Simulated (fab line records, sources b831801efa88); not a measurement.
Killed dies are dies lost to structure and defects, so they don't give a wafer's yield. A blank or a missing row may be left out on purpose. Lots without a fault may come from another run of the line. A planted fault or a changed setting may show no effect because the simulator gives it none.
Problem report in the 8D (eight disciplines) form, filled by code | flow gf180mcu | the parts of the form that need people (team, actions taken, sign-off) are left out

1. THE PROBLEM
POLY_GATE_CVD_00_THK at GF_POLY_GATE_THK_MEAS_01 reads a mean of 273.0 nm on 3 wafers of 1 lot; wafers without a fault read 199.9 nm with a standard deviation of 1.8. That is +41 standard deviations from the usual mean.
First seen on wafer L524.1, day 11 18:38, on film_metro-01. The record holds 39 wafers of 13 lots with a number at this step. Rule for "out", or "out of limits": more than 4 standard deviations from the usual mean. The other wafers with a number count as sound.

2. WHAT IT IS AND WHAT IT IS NOT
question                    | is                     | is not
which readings at this step | POLY_GATE_CVD_00_THK   | -
which lots                  | L524                   | L513, L514, L515, L525, L526, L527, L529, L532, L533, L534, L535, L536
which wafers of those lots  | all that have a number | -
read on which gauges        | film_metro-01          | film_metro-02, film_metro-03
when                        | from day 11 18:38      | up to then (9 sound wafers); but 27 sound wafers of L525, L526, L527, L529, L532, L533, L534, L535, L536 came after

3. SUSPECTS, AND WHAT RULES EACH OUT
Counting: a tool at a process step up to the reading stays a suspect if it ran every lot that is out and no sound lot after the first of them.
- the gauge at GF_POLY_GATE_THK_MEAS_01: kept. All the wafers that are out were read on film_metro-01, and no step on other tools shows them out.
- plasma_asher-02 at GF_VT_IMPLANT_STRIP_42 (strips in O2/N2): ruled out as a lasting fault. Sound lots L525, L526, L529 ran on it after its first lot that is out, L524 (day 10 14:29).
- rtp_anneal-02 at GF_VT_IMPLANT_RTA_45 (time 30 s): ruled out as a lasting fault. Sound lots L527, L529, L532, L533 ran on it after its first lot that is out, L524 (day 10 14:45).
- lpcvd-02 at GF_POLY_GATE_CVD_00 (deposits poly-Si, target thk 200 nm, time 1200 s): ruled out as a lasting fault. Sound lots L525, L533 ran on it after its first lot that is out, L524 (day 11 16:38).
Left after counting: film_metro-01 at GF_POLY_GATE_THK_MEAS_01.

4. THE CAUSE (what the simulator had put in)
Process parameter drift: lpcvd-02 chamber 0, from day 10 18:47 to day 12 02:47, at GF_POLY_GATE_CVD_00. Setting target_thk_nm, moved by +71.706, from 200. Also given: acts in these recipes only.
Counting ruled it out, wrongly: the rule takes a fault to strike every lot that its tool runs from its start on, and this one did not.

5. THE CHAIN OF EFFECTS, in route order
Each row: a reading whose mean over the struck wafers that have a number lies more than 3 standard deviations from the usual. Only readings for which the record gives a usual standard deviation are gone through. hours: the time from each lot's start at the first step in this table that gives one to its start at this step, as a median over the lots. sigmas: the change in usual standard deviations.
hours | step                     | reading              | usual    | on struck wafers | change | sigmas
0     | GF_POLY_GATE_THK_MEAS_01 | POLY_GATE_CVD_00_THK | 199.9 nm | 273.0            | +73.1  | +41

6. WHAT WOULD HAVE CAUGHT IT SOONER
In this record the first reading out of limits at a measuring or inspecting step was taken at day 11 18:38, 24 hours after the fault began at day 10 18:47.
Of the tool readings at GF_POLY_GATE_CVD_00 for which the record gives a usual standard deviation, none was out on any struck wafer, so an alarm limit of 4 standard deviations on them would not have fired.
